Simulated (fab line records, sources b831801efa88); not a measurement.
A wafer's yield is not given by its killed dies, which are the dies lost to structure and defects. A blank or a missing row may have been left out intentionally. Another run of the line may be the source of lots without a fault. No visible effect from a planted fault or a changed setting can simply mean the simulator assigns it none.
Matching of chambers :: flow sfq-line :: SFQ_TRILAYER_I0_VIA_ETCH_VIA_ETCH_034 on rie-diel-01: 4 sister chambers
The step etches SiO2 in CHF3, stops on Nb, target depth 260 nm. 8 wafers are shown with their chamber, then 6 later ones without.

WAFERS PAIRED WITH THEIR CHAMBERS
wafer: L334.2
chamber: 1
drypump-motor-current-A (A): 5.4
oes-product-au (a.u.): 0.851

wafer: L334.3
chamber: 2
drypump-motor-current-A (A): 5.9
oes-product-au (a.u.): 0.850

wafer: L334.6
chamber: 2
drypump-motor-current-A (A): 5.9
oes-product-au (a.u.): 0.855

wafer: L335.5
chamber: 1
drypump-motor-current-A (A): 5.4
oes-product-au (a.u.): 0.854

wafer: L342.2
chamber: 0
drypump-motor-current-A (A): 5.6
oes-product-au (a.u.): 0.850

wafer: L342.5
chamber: 0
drypump-motor-current-A (A): 5.6
oes-product-au (a.u.): 0.854

wafer: L345.1
chamber: 3
drypump-motor-current-A (A): 6.7
oes-product-au (a.u.): 0.849

wafer: L345.6
chamber: 3
drypump-motor-current-A (A): 6.6
oes-product-au (a.u.): 0.850

WAFERS WITHOUT THEIR CHAMBER
wafer: L348.2
drypump-motor-current-A (A): 5.6
oes-product-au (a.u.): 0.844

wafer: L348.4
drypump-motor-current-A (A): 5.9
oes-product-au (a.u.): 0.859

wafer: L348.6
drypump-motor-current-A (A): 5.6
oes-product-au (a.u.): 0.858

wafer: L349.3
drypump-motor-current-A (A): 5.4
oes-product-au (a.u.): 0.861

wafer: L349.4
drypump-motor-current-A (A): 6.7
oes-product-au (a.u.): 0.857

wafer: L349.5
drypump-motor-current-A (A): 6.7
oes-product-au (a.u.): 0.858

WHICH CHAMBER EACH ONE RAN IN
wafer: L348.2
from the rows above: 0
in truth: 0

wafer: L348.4
from the rows above: 2
in truth: 2

wafer: L348.6
from the rows above: 0
in truth: 0

wafer: L349.3
from the rows above: 1
in truth: 1

wafer: L349.4
from the rows above: 3
in truth: 3

wafer: L349.5
from the rows above: 3
in truth: 3
Correctly placed: 6 of 6. Left unplaced by these rows: 0. Wrongly placed: 0.
How it was worked out, from the rows above alone: a wafer's distance from a chamber is the root of the sum, over the readings, of the square of ((its reading less the chamber's mean) divided by the reading's scatter). If the next closest chamber is less than 2 further off than the closest, the wafer can't be placed; otherwise it belongs to the closest. For every chamber, the mean is computed from those of its wafers that are shown. How the scatter is found: for the shown wafers, subtract from each reading the mean of its chamber, square and add these, divide the total by (wafers less chambers), then take the root.
